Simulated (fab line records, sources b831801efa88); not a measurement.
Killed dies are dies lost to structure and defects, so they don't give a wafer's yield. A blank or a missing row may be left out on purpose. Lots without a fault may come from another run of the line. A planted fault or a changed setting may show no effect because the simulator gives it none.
A struck lot beside a sound one | flow sky130 | 15 steps out of a route of 708
Sound: wafers L547.2, L547.3, L547.6. Struck: wafers L542.2, L542.4, L542.6. The cause comes at the end.
At each step with rows: each side's tool, then ch and its chambers, then its first start. Under that, the readings that differ: sound wafers | struck wafers | difference of the means | sigmas: that difference in standard deviations of wafers without a fault.
alike: readings whose means differ by less than 2 such deviations, and words and numbers that are the same on both sides. not compared: withheld readings, readings that some wafer has no value for, bounds like >300 that may hide the same value, and numbers for which the record gives no deviation and whose values overlap.
The two part at a step that has a row with sigmas, a row that says differs or no value, or rows on one side only. Numbers that don't overlap but have no deviation are shown without sigmas and don't part them. A reading that every wafer of one side lacks parts them only if that side has two wafers or more.

first, 2 steps without rows for these wafers: SKY_VT_ADJUST_PCH_PEB_05; SKY_VT_ADJUST_PCH_DEVELOP_06 (develop time 60 s).
SKY_VT_ADJUST_PCH_OVL_MEAS_07:
  sound on overlay-02, day 17 00:23; struck on overlay-01, day 15 11:56
  alike: VT_ADJUST_PCH_OVL
then, 1 step without rows for these wafers: SKY_VT_ADJUST_PCH_IMPLANT_08.
SKY_VT_ADJUST_PCH_STRIP_09: strips in O2/N2.
  sound on plasma_asher-02 ch 0,1, day 17 00:34; struck on plasma_asher-02 ch 0,1, day 15 12:07
  alike: drypump_motor_current_A, oes_product_au, strip_time_to_endpoint_s
  not compared: rf_hours_counter_h
SKY_VT_ADJUST_PCH_TW_MEAS_10:
  sound on film_metro-02, day 17 00:40; struck on film_metro-01, day 15 12:13
  alike: VT_ADJUST_PCH_TW
then, 6 steps without rows for these wafers: SKY_SONOS_TUNNEL_DEHYDRATE_00 (time 60 s); SKY_SONOS_TUNNEL_HMDS_01 (prime time 60 s); SKY_SONOS_TUNNEL_COAT_02 (resist thk 1140 nm); SKY_SONOS_TUNNEL_SOFTBAKE_03 (time 60 s); SKY_SONOS_TUNNEL_EXPOSE_04 (exposes mask TUNM, target cd 410 nm); SKY_SONOS_TUNNEL_PEB_05.
SKY_SONOS_TUNNEL_DEVELOP_06: develop time 60 s.
  sound on litho_track-02 ch 0, day 18 05:28; struck on litho_track-04 ch 0, day 16 15:52
SKY_SONOS_TUNNEL_OVL_MEAS_08:
  sound on overlay-02, day 18 05:43; struck on overlay-02, day 16 17:46
  reading | sound | struck                                                                     | difference                   | sigmas
  hold    | - - - | await_dispo/1.4h/release await_dispo/1.4h/release await_dispo/1.4h/release | no value on the sound wafers |
  alike: SONOS_TUNNEL_OVL
-- the record jumps here: 33 days lie between the struck wafers' starts before and after (it left off in module SONOS_TUNNEL and takes up again in module PAD_OPEN, whose first step shown is number 708 of the route) --
SKY_PAD_OPEN_PROBE_99:
  sound on prober-01, day 50 11:38; struck on prober-01, day 49 13:35
  reading             | sound     | struck                                                               | difference                   | sigmas
  hold                | - - -     | await_dispo/3.3h/scrap await_dispo/3.3h/scrap await_dispo/3.3h/scrap | no value on the sound wafers |
  killed_at_front_end | 17 9 15   | 389 384 379                                                          | +370                         | +93
  killed_dies         | 108 84 92 | 475 470 453                                                          | +371                         | +37
  killed_on_rim       | 24 16 23  | 87 85 76                                                             | +62                          | +17
  alike: killed_at_M0_to_M3, killed_at_M4_up, killed_at_contacts, killed_at_other, killed_open, killed_short

WHERE THEY PART
First at SKY_SONOS_TUNNEL_OVL_MEAS_08; last, within this record, at SKY_PAD_OPEN_PROBE_99.

WHY: what the simulator had put in
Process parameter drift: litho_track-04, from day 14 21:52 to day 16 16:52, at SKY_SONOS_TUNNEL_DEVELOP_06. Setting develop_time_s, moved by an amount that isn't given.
